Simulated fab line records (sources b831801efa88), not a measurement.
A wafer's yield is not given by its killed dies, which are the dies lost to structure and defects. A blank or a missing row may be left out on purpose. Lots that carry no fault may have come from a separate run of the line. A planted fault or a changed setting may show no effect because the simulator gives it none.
A lot that was struck, set against a sound lot -- flow sky130 -- 20 steps out of a route of 708
Sound: wafers L548.1, L548.5, L548.6. Struck: wafer L562.5. (L562.1 of the same lot was not struck and is left out.) The cause comes at the end.
Per side, at each step with rows, come the tool, then ch with its chambers, and then its first start. Under that, the readings that differ: sound wafers -- struck wafers -- difference of the means -- sigmas: that difference in standard deviations of wafers without a fault.
alike: readings with means less than 2 such deviations apart, plus words and numbers identical on both sides. not compared: withheld readings, readings lacking a value on some wafer, bounds such as >300 that could conceal the same value, and numbers that have no deviation in the record and whose values overlap.
A row with sigmas, a row that says differs or no value, or rows on one side alone: a step with any of these is where the two part. Numbers that don't overlap but have no deviation are shown without sigmas and don't part them. A reading that every wafer of one side lacks parts them only if that side has two wafers or more.

first, 1 step without rows for these wafers: SKY_POLY_GATE_CVD_03 (deposits Si3N4 from DCS/NH3, target thk 75 nm, time 1290 s).
SKY_POLY_GATE_THK_MEAS_04:
  sound on film-metro-04 at day 16 15:45; struck on film-metro-02 at day 21 19:40
  alike: POLY_GATE_CVD_03_THK
then, 8 steps without rows for these wafers: SKY_POLY_GATE_DEHYDRATE_05 (time 60 s); SKY_POLY_GATE_HMDS_06 (prime time 60 s); SKY_POLY_GATE_COAT_07 (resist thk 110 nm); SKY_POLY_GATE_COAT_08 (resist thk 450 nm); SKY_POLY_GATE_SOFTBAKE_09 (time 90 s); SKY_POLY_GATE_EXPOSE_10 (exposes mask P1M, target cd 150 nm); SKY_POLY_GATE_PEB_11; SKY_POLY_GATE_DEVELOP_12 (develop time 60 s).
SKY_POLY_GATE_CD_MEAS_13 targets a cd of 150 nm.
  sound on cd-sem-02 at day 17 20:49; struck on cd-sem-02 at day 23 02:40
  alike: cd-nm
SKY_POLY_GATE_OVL_MEAS_14:
  sound on overlay-01 at day 17 20:56; struck on overlay-02 at day 23 02:47
  alike: POLY_GATE_OVL
SKY_POLY_GATE_ETCH_15: etches BARC in N2/H2, stops on SiO2, time 118.5 s, target depth 110 nm.
  sound on rie-diel-02 ch 0,1,3, day 17 20:58; struck on rie-diel-02 ch 1, day 23 02:49
reading,sound,struck,difference,sigmas
oes-product-au (a.u.),0.714 0.713 0.712,0.722,+0.009,+2
model.KrF-thick_of_POLY_GATE_COAT_08.thk-nm (nm),344.4 343.7 343.8,283.3,-60.7,
model.POLY_GATE.cd-nm (nm),151.4 149.6 153.1,135.4,-16.0,
model.SiO2_of_SONOS_ONO_CVD_04.thk-nm (nm),4.18 4.196 4.157,0,-4,
  alike: drypump-motor-current-A, n2-flow-sccm, throttle-valve-pct
  not compared: rf-hours-counter-h
SKY_POLY_GATE_ETCH_16: etches Si3N4 in CH3F/O2, stops on poly-Si, time 147.5 s, target depth 75 nm.
  sound on rie-diel-02 ch 0,1,3, day 17 21:03; struck on rie-diel-02 ch 1, day 23 02:54
  alike: drypump-motor-current-A, oes-product-au, throttle-valve-pct
  not compared: rf-hours-counter-h
SKY_POLY_GATE_ETCH_17: etches poly-Si in HBr/Cl2, stops on SiO2, target depth 180 nm, time 70.5 s.
  sound on rie-si-01 ch 1,2,3, day 17 21:09; struck on rie-si-01 ch 0, day 23 03:00
reading,sound,struck,difference,sigmas
model.KrF-thick_of_POLY_GATE_COAT_08.thk-nm (nm),140.2 138.3 140.2,79.13,-60.44,
model.POLY_GATE.cd-nm (nm),152.2 148.4 154.3,135.2,-16.4,
  alike: drypump-motor-current-A, oes-product-au, throttle-valve-pct
  not compared: rf-hours-counter-h
SKY_POLY_GATE_STRIP_18: strips in O2/N2.
  sound on plasma-asher-02 ch 0,1, day 17 21:12; struck on plasma-asher-03 ch 1, day 23 03:03
reading,sound,struck,difference,sigmas
oes-product-au (a.u.),0.364 0.357 0.358,0.332,-0.028,-6
strip-time-to-endpoint-s (s),3.16 3.15 3.18,2.48,-0.68,-21
  alike: drypump-motor-current-A, n2-flow-sccm
  not compared: rf-hours-counter-h
then, 2 steps without rows for these wafers: SKY_POLY_GATE_CLEAN_19 (cleans in SC1/SC2, time 150 s); SKY_POLY_GATE_OXIDATION_20 (stabilise 600 s, purge 300 s, target thk 4 nm).
SKY_POLY_GATE_CD_MEAS_22:
  sound on cd-sem-01 at day 17 23:10; struck on cd-sem-01 at day 23 04:31
reading,sound,struck,difference,sigmas
cd-nm (nm),152.0 148.9 154.6,135.0,-16.8,-8
then, 1 step without rows for these wafers: SKY_LDD_N_DEHYDRATE_00 (time 60 s).

## WHERE THEY PART
First at SKY_POLY_GATE_ETCH_15; last, within this record, at SKY_POLY_GATE_CD_MEAS_22.

WHY: the cause the simulator had injected
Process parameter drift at SKY_POLY_GATE_ETCH_15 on rie-diel-02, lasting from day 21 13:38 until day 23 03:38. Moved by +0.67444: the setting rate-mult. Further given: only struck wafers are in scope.
